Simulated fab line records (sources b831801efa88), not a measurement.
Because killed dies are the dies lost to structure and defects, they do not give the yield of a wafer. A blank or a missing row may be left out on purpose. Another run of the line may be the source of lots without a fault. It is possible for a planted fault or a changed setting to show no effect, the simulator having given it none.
The same fault as seen by 2 desks	flow gf180mcu	each desk has only its own numbers; what lay behind them comes last

## FROM THE METROLOGY DESK
What the gauges read, lot by lot, whatever tool the lot ran on: means of the sampled wafers that have a number. A lot is out of limits, marked OUT, if its mean lies more than 4 standard deviations from the usual mean; the brackets give that distance.
Columns: A = cd_nm at GF_STI_CD_MEAS_12, usual 220.2 nm; B = NWELL_TW at GF_NWELL_TW_MEAS_11, usual 1573; C = VT_IMPLANT_02_OVL at GF_VT_IMPLANT_OVL_MEAS_29, usual -1.5 nm
lot	first seen here	A	B	C
L717	day 2 05:26	220.2	1577	-1.5
L718	day 2 08:40	217.9	1567	-1.8
L719	day 2 12:22	220.6	1563	-4.0
L720	day 2 16:26	220.3	1572	-6.5
L721	day 2 23:56	220.5	1567	-1.1
L724	day 3 13:54	219.2	1567	-0.7
L726	day 4 03:17	218.8	1587	-0.3
L727	day 4 05:29	219.4	1592	-2.4
L728	day 4 09:49	220.3	1551	0.0
L729	day 4 15:33	219.1	1559	-1.9
L733	day 5 11:31	221.8	1489 (-6.5) OUT	-2.3
L734	day 5 17:35	221.2	1491 (-6.3) OUT	-0.0
L739	day 6 18:20	221.2	1589	0.1
L740	day 6 23:09	220.4	1562	-1.9
This desk's result: L733, L734 out of limits, first on L733 (NWELL_TW at GF_NWELL_TW_MEAS_11), day 6 22:33. In limits: L717, L718, L719, L720, L721, L724, L726, L727, L728, L729, L739, L740.

## FOR THE TOOL OWNER'S DESK: implanter-03
GF_NWELL_IMPLANT_09, tool's own readings: per-lot mean of the sampled wafers with a number, covering each lot this tool ran. A lot is out of limits, marked OUT, if its mean lies more than 4 standard deviations from the usual mean; the brackets give that distance.
Columns: A = beam_energy_keV at GF_NWELL_IMPLANT_09, usual 160.00; B = beam_on_s at GF_NWELL_IMPLANT_09, usual 10.01 s; C = tilt_deg at GF_NWELL_IMPLANT_09, usual 0.003 degrees
lot	first seen here	A	B	C
L717	day 3 12:31	159.99	9.94	0.001
L720	day 4 02:23	159.98	10.14	0.009
L727	day 5 14:24	160.00	10.19	-0.010
L729	day 6 02:06	159.95	9.88	0.037
L739	day 8 07:02	160.00	10.05	0.003
Finding of this desk: none of the 5 lots has anything out of limits.

## TAKEN TOGETHER
Metrology desk: alarm possible at day 6 22:33 on L733, L734.
The desk of the tool owner found nothing out of limits.
The tool owner's desk has no number on record for L733, L734.
All the named lots went through GF_NWELL_IMPLANT_09 on implanter-03.

## WHAT THE SIMULATOR HAD PUT IN
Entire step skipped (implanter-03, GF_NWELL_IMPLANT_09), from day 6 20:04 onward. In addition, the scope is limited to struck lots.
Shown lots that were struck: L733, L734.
Hours from the fault's start to each desk's first reading out of limits: the metrology desk, 2.
